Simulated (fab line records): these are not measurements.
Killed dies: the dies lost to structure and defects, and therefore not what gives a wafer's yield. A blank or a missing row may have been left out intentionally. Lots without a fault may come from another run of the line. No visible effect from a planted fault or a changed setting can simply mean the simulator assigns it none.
Which tool was responsible? | flow sky130 | 24 lots with 72 wafers sampled at 4 steps, on a route of 708 steps

WHAT THE GAUGES SHOWED, per wafer
SKY_VT_ADJUST_HVTR_TW_MEAS_11.
lot  | measured     | on            | VT_ADJUST_HVTR_TW
L074 | day 9 13:27  | film_metro-03 | 211.2 211.2 212.2
L075 | day 9 18:06  | film_metro-03 | 212.3 212.3 211.1
L076 | day 10 00:38 | film_metro-01 | 211.5 210.3 211.9
L077 | day 10 07:22 | film_metro-03 | 212.6 212.5 212.9
L078 | day 10 22:13 | film_metro-02 | 210.5 208.9 209.8
L079 | day 11 01:32 | film_metro-01 | 212.0 211.7 212.6
L080 | day 11 06:11 | film_metro-01 | 212.0 211.1 212.0
L081 | day 11 18:28 | film_metro-03 | 213.2 214.4 211.6
L082 | day 12 00:20 | film_metro-03 | 212.4 211.7 212.4
L083 | day 12 04:01 | film_metro-02 | 210.1 211.0 210.0
L084 | day 12 10:25 | film_metro-01 | 212.6 212.1 212.8
L085 | day 12 22:01 | film_metro-03 | 212.3 213.3 212.4
L086 | day 13 01:29 | film_metro-01 | 210.4 209.7 210.4
L087 | day 13 09:38 | film_metro-01 | 210.6 210.6 210.4
L088 | day 13 14:56 | film_metro-01 | 210.2 211.6 211.4
L089 | day 13 23:32 | film_metro-03 | 212.3 212.5 212.2
L090 | day 14 05:32 | film_metro-01 | 210.0 211.3 210.7
L091 | day 14 14:49 | film_metro-02 | 209.4 209.0 209.8
L092 | day 15 00:05 | film_metro-01 | 213.2 211.4 211.4
L093 | day 15 10:59 | film_metro-03 | 211.6 212.7 211.9
L094 | day 15 14:11 | film_metro-02 | 208.9 209.0 209.9
L095 | day 15 17:26 | film_metro-03 | 213.5 212.4 213.1
L096 | day 16 03:32 | film_metro-01 | 211.8 211.5 211.2
L097 | day 16 10:43 | film_metro-01 | 212.4 212.5 212.8

SKY_LDD_HVP_OVL_MEAS_07.
lot  | measured     | on         | LDD_HVP_OVL (nm)
L074 | day 21 16:20 | overlay-02 | 1.1 1.4 0.8
L075 | day 21 20:36 | overlay-02 | -1.7 0.9 -1.4
L076 | day 22 05:05 | overlay-02 | -0.6 1.3 1.0
L077 | day 22 09:22 | overlay-02 | 2.1 2.6 3.7
L078 | day 23 09:35 | overlay-01 | 0.0 0.4 -0.2
L079 | day 23 17:55 | overlay-01 | -1.4 -0.5 -1.9
L080 | day 23 21:58 | overlay-01 | -0.4 -0.7 -0.4
L081 | day 24 09:16 | overlay-02 | 0.5 0.3 0.5
L082 | day 24 21:26 | overlay-02 | 1.1 0.0 2.4
L083 | day 24 22:14 | overlay-01 | 0.2 -0.2 1.3
L084 | day 25 04:43 | overlay-01 | 0.6 2.2 1.8
L085 | day 25 14:19 | overlay-02 | -0.4 -1.3 -1.4
L086 | day 25 23:17 | overlay-02 | 2.9 -0.9 3.0
L087 | day 26 11:25 | overlay-01 | 0.3 0.9 -1.7
L088 | day 26 13:41 | overlay-02 | -0.4 2.2 1.1
L089 | day 26 18:02 | overlay-01 | -2.2 0.0 -0.9
L090 | day 27 08:07 | overlay-02 | 1.1 1.3 2.0
L091 | day 27 16:26 | overlay-01 | 1.0 3.5 3.8
L092 | day 28 03:05 | overlay-01 | 0.3 2.2 1.8
L093 | day 28 08:47 | overlay-01 | 0.9 1.1 2.3
L094 | day 28 14:37 | overlay-01 | -0.5 -0.8 -1.2
L095 | day 29 01:02 | overlay-02 | -0.1 0.7 1.5
L096 | day 29 03:40 | overlay-01 | 0.2 2.5 0.7
L097 | day 29 10:55 | overlay-02 | 0.3 -1.0 0.1

SKY_VIA1_OVL_MEAS_13.
lot  | measured     | on         | VIA1_OVL (nm)
L074 | day 34 02:41 | overlay-02 | -8 -3 -7
L075 | day 34 11:22 | overlay-02 | 4 -4 2
L076 | day 34 13:49 | overlay-02 | -11 -7 -5
L077 | day 34 16:53 | overlay-01 | 5 5 -5
L078 | day 35 16:42 | overlay-01 | 3 -2 0
L079 | day 35 21:29 | overlay-02 | 1 -13 -4
L080 | day 36 01:26 | overlay-01 | -8 -2 -3
L081 | day 36 12:26 | overlay-02 | -1 -6 -4
L082 | day 36 22:46 | overlay-02 | 9 2 6
L083 | day 36 23:38 | overlay-01 | -4 -7 -5
L084 | day 37 06:48 | overlay-01 | 9 -2 0
L085 | day 37 12:09 | overlay-01 | 0 -10 -10
L086 | day 37 19:17 | overlay-02 | -5 2 5
L087 | day 38 07:53 | overlay-02 | -10 1 0
L088 | day 38 11:53 | overlay-01 | -1 5 -7
L089 | day 38 13:32 | overlay-02 | -3 14 -3
L090 | day 39 01:17 | overlay-02 | 3 7 -7
L091 | day 39 08:49 | overlay-02 | 3 -8 2
L092 | day 39 17:30 | overlay-02 | 4 -9 -7
L093 | day 39 22:05 | overlay-01 | 4 6 -7
L094 | day 40 03:23 | overlay-01 | -8 7 -5
L095 | day 40 13:01 | overlay-02 | -8 -3 1
L096 | day 40 15:11 | overlay-01 | -4 1 1
L097 | day 40 21:59 | overlay-01 | -2 -1 1

SKY_METAL2_OVL_MEAS_16.
lot  | measured     | on         | METAL2_OVL (nm)
L074 | day 35 06:05 | overlay-01 | 11 9 14
L075 | day 35 15:22 | overlay-02 | 10 2 8
L076 | day 35 18:00 | overlay-01 | 8 1 -2
L077 | day 35 20:45 | overlay-02 | -2 4 4
L078 | day 36 20:17 | overlay-02 | 1 1 0
L079 | day 37 00:53 | overlay-02 | -2 7 -5
L080 | day 37 05:14 | overlay-02 | 2 4 4
L081 | day 37 16:05 | overlay-01 | 1 -2 0
L082 | day 38 02:24 | overlay-01 | 9 16 10
L083 | day 38 03:39 | overlay-01 | 8 8 2
L084 | day 38 10:51 | overlay-01 | 3 8 -3
L085 | day 38 16:17 | overlay-01 | -5 -5 -2
L086 | day 38 22:35 | overlay-02 | -9 0 0
L087 | day 39 11:21 | overlay-02 | 6 9 5
L088 | day 39 14:43 | overlay-01 | -2 -9 6
L089 | day 39 17:08 | overlay-01 | 4 -4 0
L090 | day 40 04:37 | overlay-01 | 1 1 0
L091 | day 40 11:07 | overlay-02 | 17 6 8
L092 | day 40 20:34 | overlay-01 | -1 7 4
L093 | day 41 01:12 | overlay-01 | 0 1 5
L094 | day 41 06:38 | overlay-02 | -3 1 -6
L095 | day 41 15:00 | overlay-02 | 12 2 7
L096 | day 41 18:13 | overlay-02 | 13 16 13
L097 | day 42 00:44 | overlay-01 | -7 -6 -3

WHAT TOOL EACH LOT RAN ON (gives the tool, then ch and the chambers of the sampled wafers, and finally the start)
No process step before these readings appears in the record.

AS READ BY THE TOOLS THEMSELVES (means over the sampled wafers that have a number; for cases with no such wafer, the mark the record gives instead)
The record holds no such reading with a usual standard deviation.

THE ANSWER, worked out from the rows above alone
Rule: the usual values come from the lots themselves. The widest of any qualifying gaps counts: lots, ordered by their means at a reading, are off when they make up no more than a third of the lots, leave a main group of 4 or more, and stand apart from it by 3 or more times the standard deviation of that group's means. A main group whose means are all the same, to the digits that the tables above print for the reading, isn't used. A lot without any number at a reading at which 4 lots or more have one is off too. Where the step has rows for the other lots, those lots are counted as sound. After the gauges, taken in route order, come the tools' own readings; for these a lot's mean is taken, as printed above. The first step at which some lot is off is used, and at that step the reading that is off furthest; a lot without a number counts as furthest.
No lot is off on any of the readings shown, so nothing can be concluded from this.

WHAT WAS PUT IN BY THE SIMULATOR
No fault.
